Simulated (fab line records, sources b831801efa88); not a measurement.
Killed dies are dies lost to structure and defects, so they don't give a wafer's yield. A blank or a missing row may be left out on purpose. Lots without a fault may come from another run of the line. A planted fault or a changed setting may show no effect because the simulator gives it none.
Which tool did it? | flow sky130 | 14 lots, 42 wafers sampled, at 2 steps of a route of 708

WHAT THE GAUGES READ, wafer by wafer
SKY_VIA2_BOW_MEAS_03.
lot  | measured     | on            | VIA2_BOW (um)
L711 | day 34 19:55 | film_metro-04 | 87 74 74
L713 | day 36 11:10 | film_metro-02 | 74 74 86
L714 | day 37 19:28 | film_metro-02 | 63 77 86
L715 | day 37 21:22 | film_metro-03 | 90 111 97
L716 | day 38 04:07 | film_metro-04 | 76 75 82
L718 | day 38 11:05 | film_metro-02 | 90 74 98
L717 | day 38 13:14 | film_metro-02 | 86 88 85
L719 | day 38 13:34 | film_metro-04 | 88 85 88
L720 | day 38 15:04 | film_metro-02 | 89 89 78
L729 | day 41 10:09 | film_metro-02 | 77 90 84
L730 | day 41 12:43 | film_metro-03 | 94 81 83
L732 | day 41 20:20 | film_metro-02 | 80 90 72
L731 | day 42 01:17 | film_metro-03 | 76 82 84
L733 | day 42 06:12 | film_metro-02 | 73 79 82

WHICH TOOL RAN EACH LOT (tool, then ch and the chambers of the sampled wafers, then the start)
lot  | SKY_METAL2_DESCUM_17
L711 | rie_metal-03 ch 0,1, day 34 18:36
L713 | rie_metal-03 ch 0, day 36 09:35
L714 | rie_metal-01 ch 0,1, day 37 18:09
L715 | rie_metal-03 ch 0,1, day 37 19:45
L716 | rie_metal-03 ch 0,1, day 38 02:48
L718 | rie_metal-01 ch 0,1, day 38 09:48
L717 | rie_metal-01 ch 0,1, day 38 11:57
L719 | rie_metal-03 ch 0,1, day 38 12:18
L720 | rie_metal-01 ch 0,1, day 38 13:48
L729 | rie_metal-03 ch 0,1, day 41 08:52
L730 | rie_metal-01 ch 0,1, day 41 11:27
L732 | rie_metal-01 ch 0,1, day 41 19:03
L731 | rie_metal-01 ch 0,1, day 41 23:43
L733 | rie_metal-01 ch 0,1, day 42 04:39
- SKY_METAL2_DESCUM_17: chemistry O2, time 8 s.

WHAT THE TOOLS THEMSELVES READ (means of the sampled wafers that have a number; where no wafer has one, the mark that the record gives instead)
SKY_METAL2_DESCUM_17.
lot  | tool         | drypump_motor_current_A (A) | oes_product_au (a.u.)
L711 | rie_metal-03 | 6.3                         | 0.997
L713 | rie_metal-03 | 6.5                         | 1.004
L714 | rie_metal-01 | 5.5                         | 0.989
L715 | rie_metal-03 | 6.3                         | 0.996
L716 | rie_metal-03 | 6.3                         | 1.002
L718 | rie_metal-01 | 5.5                         | 0.991
L717 | rie_metal-01 | 5.5                         | 0.991
L719 | rie_metal-03 | 6.2                         | 0.988
L720 | rie_metal-01 | 5.5                         | 1.002
L729 | rie_metal-03 | 6.2                         | 0.993
L730 | rie_metal-01 | 5.5                         | 0.994
L732 | rie_metal-01 | 5.5                         | 0.994
L731 | rie_metal-01 | 5.2                         | 1.003
L733 | rie_metal-01 | 5.5                         | 0.998

THE ANSWER, worked out from the rows above alone
Rule: what is usual is taken from the lots themselves. Put in order of their means at a reading, lots are off if they are a third of the lots or fewer, leave a main group of 4 or more, and stand apart from it by a gap of 3 or more times the standard deviation of the main group's means; of several such gaps the widest counts. A main group whose means are all the same, to the digits that the tables above print for the reading, isn't used. A lot without any number at a reading at which 4 lots or more have one is off too. The other lots that the step has rows for count as sound. The gauges are gone through in route order, then the tools' own readings, and for those a lot's mean is taken as printed above. The first step at which some lot is off is used, and at that step the reading that is off furthest; a lot without a number counts as furthest.
No lot is off at any reading shown: from this, nothing can be told.

WHAT THE SIMULATOR HAD PUT IN
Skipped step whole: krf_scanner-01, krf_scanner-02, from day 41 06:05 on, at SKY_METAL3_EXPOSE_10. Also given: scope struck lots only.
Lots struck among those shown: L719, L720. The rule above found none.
